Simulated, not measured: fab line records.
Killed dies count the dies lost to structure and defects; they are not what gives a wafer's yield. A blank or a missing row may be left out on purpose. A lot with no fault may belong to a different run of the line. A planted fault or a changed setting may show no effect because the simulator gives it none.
What tool caused it?    flow gf180mcu    14 lots with 40 wafers sampled at 4 steps, on a route of 602 steps

WHAT THE GAUGES READ, wafer by wafer
GF_HV_LDD_TW_MEAS_11. Usual: HV_LDD_TW gives 2400 (standard deviation 19).
lot   measured      on             HV_LDD_TW       flag
L217  day 10 00:02  film-metro-02  2416 2423 2416  
L218  day 10 08:28  film-metro-03  2372 2378 2373  
L219  day 10 16:19  film-metro-04  2404 2423 2419  
L220  day 10 19:01  film-metro-03  2376 2379 2366  
L221  day 11 06:55  film-metro-02  2409 2411 2418  
L226  day 12 18:11  film-metro-02  2415 2403       
L227  day 13 02:44  film-metro-03  2366 2380       
L232  day 14 21:32  film-metro-04  2410 2411 2427  
L234  day 15 10:37  film-metro-04  2414 2412 2416  
L235  day 15 14:01  film-metro-04  2425 2413 2418  
L237  day 16 03:16  film-metro-03  2394 2400 2397  
L238  day 16 11:13  film-metro-04  2408 2405 2404  
L239  day 16 21:20  film-metro-04  2402 2400 2382  
L240  day 16 23:49  film-metro-02  2421 2413 2421  

WHAT TOOL EACH LOT RAN ON (gives the tool, then ch and the chambers of the sampled wafers, and finally the start)
lot   GF_POLY_GATE_STRIP_14                 GF_HV_LDD_SOFTBAKE_03              GF_HV_LDD_STRIP_10
L217  plasma-asher-04 ch 0,1, day 9 04:12   litho-track-04 ch 0, day 9 15:16   plasma-asher-02 ch 0,1, day 9 23:57
L218  plasma-asher-02 ch 0,1, day 9 12:07   litho-track-01 ch 0, day 9 23:10   plasma-asher-01 ch 1, day 10 08:22
L219  plasma-asher-02 ch 0,1, day 9 19:57   litho-track-02 ch 0, day 10 07:13  plasma-asher-01 ch 0,1, day 10 16:13
L220  plasma-asher-04 ch 0,1, day 9 22:31   litho-track-01 ch 0, day 10 10:16  plasma-asher-01 ch 0,1, day 10 18:55
L221  plasma-asher-03 ch 0,1, day 10 10:04  litho-track-04 ch 0, day 10 20:56  plasma-asher-04 ch 0,1, day 11 06:49
L226  plasma-asher-02 ch 0,1, day 11 20:23  litho-track-04 ch 0, day 12 07:31  plasma-asher-01 ch 1, day 12 18:05
L227  plasma-asher-04 ch 0,1, day 12 05:06  litho-track-04 ch 0, day 12 17:01  plasma-asher-01 ch 0,1, day 13 02:39
L232  plasma-asher-02 ch 0,1, day 13 22:10  litho-track-02 ch 0, day 14 10:59  plasma-asher-01 ch 0,1, day 14 21:25
L234  plasma-asher-03 ch 0,1, day 14 10:16  litho-track-02 ch 0, day 14 23:11  plasma-asher-02 ch 0,1, day 15 10:31
L235  plasma-asher-03 ch 0,1, day 14 13:28  litho-track-01 ch 0, day 15 02:28  plasma-asher-02 ch 0,1, day 15 13:55
L237  plasma-asher-02 ch 0,1, day 15 03:10  litho-track-02 ch 0, day 15 15:53  plasma-asher-01 ch 0,1, day 16 03:10
L238  plasma-asher-04 ch 0,1, day 15 11:16  litho-track-01 ch 0, day 15 23:04  plasma-asher-02 ch 0,1, day 16 11:07
L239  plasma-asher-04 ch 0,1, day 15 20:33  litho-track-04 ch 0, day 16 09:29  plasma-asher-01 ch 0,1, day 16 21:15
L240  plasma-asher-02 ch 0,1, day 15 23:10  litho-track-01 ch 0, day 16 12:08  plasma-asher-04 ch 0,1, day 16 23:43
- GF_POLY_GATE_STRIP_14: strips in O2/N2.
- GF_HV_LDD_SOFTBAKE_03: time 60 s.
- GF_HV_LDD_STRIP_10: strips in O2/N2.

WHAT THE TOOLS THEMSELVES READ (means of the sampled wafers that have a number; where no wafer has one, the mark that the record gives instead)
GF_POLY_GATE_STRIP_14. Usual: drypump-motor-current-A 5.61 A, standard deviation 0.29; heater-power-w 328 W, standard deviation 8.1; n2-flow-sccm 300.2 sccm, standard deviation 0.94; oes-product-au 0.504 a.u., standard deviation 0.0043.
lot   tool             drypump-motor-current-A (A)  heater-power-w (W)  n2-flow-sccm (sccm)  oes-product-au (a.u.)  flag
L217  plasma-asher-04  5.36                         333                 299.7                0.506                  
L218  plasma-asher-02  5.73                         322                 300.9                0.500                  
L219  plasma-asher-02  5.63                         317                 299.6                0.507                  
L220  plasma-asher-04  5.34                         334                 299.4                0.505                  
L221  plasma-asher-03  5.96                         332                 299.8                0.501                  
L226  plasma-asher-02  5.70                         320                 301.4                0.508                  
L227  plasma-asher-04  5.41                         332                 299.6                0.500                  
L232  plasma-asher-02  5.64                         322                 300.4                0.501                  
L234  plasma-asher-03  5.96                         330                 299.6                0.503                  
L235  plasma-asher-03  5.69                         331                 300.3                0.502                  
L237  plasma-asher-02  5.63                         318                 299.0                0.508                  
L238  plasma-asher-04  5.33                         333                 300.6                0.502                  
L239  plasma-asher-04  5.46                         334                 300.3                0.504                  
L240  plasma-asher-02  5.63                         318                 299.9                0.506                  

GF_HV_LDD_SOFTBAKE_03. Usual: heater-power-total-W 56.60 W, standard deviation 0.049; run-length-s 89.02 s, standard deviation 0.14.
lot   tool            heater-power-total-W (W)  run-length-s (s)  flag
L217  litho-track-04  56.58                     89.10             
L218  litho-track-01  56.57                     89.02             
L219  litho-track-02  56.63                     88.95             
L220  litho-track-01  56.58                     88.93             
L221  litho-track-04  56.58                     89.16             
L226  litho-track-04  56.57                     97.22             OFF
L227  litho-track-04  56.57                     97.02             OFF
L232  litho-track-02  56.57                     88.99             
L234  litho-track-02  56.61                     88.84             
L235  litho-track-01  56.61                     89.04             
L237  litho-track-02  56.60                     88.80             
L238  litho-track-01  56.62                     88.91             
L239  litho-track-04  56.59                     89.17             
L240  litho-track-01  56.58                     88.98             

GF_HV_LDD_STRIP_10. Usual: drypump-motor-current-A 5.52 A, standard deviation 0.19; heater-power-w 322 W, standard deviation 8.6; n2-flow-sccm 300.1 sccm, standard deviation 0.96; oes-product-au 0.716 a.u., standard deviation 0.0042; strip-time-to-endpoint-s 12.62 s, standard deviation 0.039.
lot   tool             drypump-motor-current-A (A)  heater-power-w (W)  n2-flow-sccm (sccm)  oes-product-au (a.u.)  strip-time-to-endpoint-s (s)  flag
L217  plasma-asher-02  5.65                         320                 300.8                0.716                  12.59                         
L218  plasma-asher-01  5.30                         323                 300.8                0.713                  12.62                         
L219  plasma-asher-01  5.39                         318                 300.6                0.719                  12.58                         
L220  plasma-asher-01  5.46                         311                 300.2                0.717                  12.66                         
L221  plasma-asher-04  5.35                         334                 300.5                0.712                  12.69                         
L226  plasma-asher-01  5.33                         320                 300.8                0.713                  12.59                         
L227  plasma-asher-01  5.41                         322                 300.8                0.711                  12.60                         
L232  plasma-asher-01  5.38                         324                 300.2                0.717                  12.63                         
L234  plasma-asher-02  5.74                         322                 301.0                0.718                  12.63                         
L235  plasma-asher-02  5.66                         320                 300.9                0.722                  12.62                         
L237  plasma-asher-01  5.45                         318                 298.8                0.719                  12.63                         
L238  plasma-asher-02  5.64                         323                 299.0                0.715                  12.62                         
L239  plasma-asher-01  5.44                         315                 300.1                0.715                  12.64                         
L240  plasma-asher-04  5.44                         332                 300.6                0.721                  12.61                         

THE ANSWER, worked out from the rows above alone
Rule: take the mean of a lot's wafers that have a number; if it is more than 3 standard deviations from the usual mean, the lot is off. A lot without any number at a reading at which 4 lots or more have one is off too. The other lots that the step has rows for count as sound. First the gauges in route order, then the tools' own readings, where a lot's mean is used as printed above. At the first step where some lot is off, the reading lying furthest off is the one used; lots without a number count as furthest.
Off: L226, L227 (GF_HV_LDD_SOFTBAKE_03, run-length-s).
If a tool, at that step or one of the process steps before it, ran each lot that is off and ran no sound lot following the first of them, it fits. None of those tried fits.

WHAT THE SIMULATOR PUT IN
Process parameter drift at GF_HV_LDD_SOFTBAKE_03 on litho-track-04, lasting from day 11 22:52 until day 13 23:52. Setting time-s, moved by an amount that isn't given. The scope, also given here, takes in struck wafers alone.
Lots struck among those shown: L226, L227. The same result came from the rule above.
